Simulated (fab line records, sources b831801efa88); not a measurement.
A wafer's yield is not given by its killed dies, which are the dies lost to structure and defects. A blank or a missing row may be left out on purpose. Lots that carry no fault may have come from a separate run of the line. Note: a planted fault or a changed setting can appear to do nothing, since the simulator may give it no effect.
Problem report, 8D (eight disciplines) form, completed by code -- flow gf180mcu -- the parts of the form that need people (team, actions taken, sign-off) are left out

== 1. THE PROBLEM ==
LVPWELL_TW at GF_LVPWELL_TW_MEAS_11 reads a mean of 107.6 on 3 wafers of 1 lot; wafers without a fault read 561.1 with a standard deviation of 2.9. So: -99 or more standard deviations from the usual mean.
Earliest sighting: wafer L767.1 on film_metro-04 at day 7 02:55. At this step, 39 wafers from 13 lots have a number in the record. The rule behind "out" and "out of limits": a value lying over 4 standard deviations away from the usual mean. All remaining wafers that have a number are taken as sound.

== 2. WHAT IT IS; WHAT IT IS NOT ==
question,is,is not
which readings at this step,LVPWELL_TW,-
which lots,L767,"L753, L755, L757, L761, L763, L765, L768, L771, L772, L773, L774, L776"
which wafers of those lots,all that have a number,-
read on which gauges,film_metro-04,"film_metro-02, film_metro-03"
when,from day 7 02:55,"up to then (18 sound wafers); but 18 sound wafers of L768, L771, L772, L773, L774, L776 came after"

== 3. THE SUSPECTS, EACH WITH WHAT RULES IT OUT ==
Counting: any tool at a process step up to the reading is kept as a suspect provided that every lot that is out went through it and no sound lot did after the first of them.
- ruled out: the gauge at GF_LVPWELL_TW_MEAS_11. All the wafers that are out were read on film_metro-04, but those of them that GF_NWELL_STRIP_10 has rows for are out there too, on other tools.
- plasma_asher-04 at GF_NWELL_STRIP_10 (strips in O2/N2): ruled out as a lasting fault. Sound lots L776 ran on it after its first lot that is out, L767 (day 6 11:50).
- plasma_asher-04 at GF_LVPWELL_STRIP_10 (strips in O2/N2): ruled out as a lasting fault. Sound lots L771, L774 ran on it after its first lot that is out, L767 (day 7 02:49).
Left after counting: nothing in the record.

== 4. THE CAUSE (what the simulator had put in) ==
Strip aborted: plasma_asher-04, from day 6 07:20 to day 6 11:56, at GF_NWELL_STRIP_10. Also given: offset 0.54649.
The count ruled it out by mistake, since the rule takes a fault to strike every lot its tool runs from the start of the fault on, and this one did not do so.

== 5. THE EFFECT CHAIN, in route order ==
Each row: a reading whose mean over the struck wafers that have a number lies more than 3 standard deviations from the usual. Readings are gone through only where the record gives a usual standard deviation; hours: the median, over the lots, of the time from a lot's start at the first step in this table giving one to that lot's start at this step; sigmas: the change measured in usual standard deviations.
hours,step,reading,usual,on struck wafers,change,sigmas
0,GF_NWELL_STRIP_10,oes_product_au,0.723 a.u.,0.953,+0.230,+50
15,GF_LVPWELL_STRIP_10,strip_time_to_endpoint_s,36.91 s,48.78,+11.87,+99 or more
15,GF_LVPWELL_TW_MEAS_11,LVPWELL_TW,561.1,107.6,-453.5,-99 or more
The process steps in it:
- GF_NWELL_STRIP_10: strips in O2/N2.
- GF_LVPWELL_STRIP_10: strips in O2/N2.
Readings that are blank on the struck wafers while sound wafers have them: strip_time_to_endpoint_s at GF_NWELL_STRIP_10.
Later steps that measure or inspect, where all struck wafers having a row at the step show a number for every such reading and not one has moved that far: GF_DUAL_GATE_THK_MEAS_03, GF_POLY_GATE_OVL_MEAS_11.

== 6. HOW IT WOULD HAVE BEEN CAUGHT EARLIER ==
Counted from the fault's start at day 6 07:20, it took 20 hours until the first out-of-limits reading at a measuring or inspecting step in this record, taken at day 7 02:55.
Tool's own readings at GF_NWELL_STRIP_10, oes_product_au: out on all struck wafers the step has rows for; an alarm limit on them would have tripped on the first.
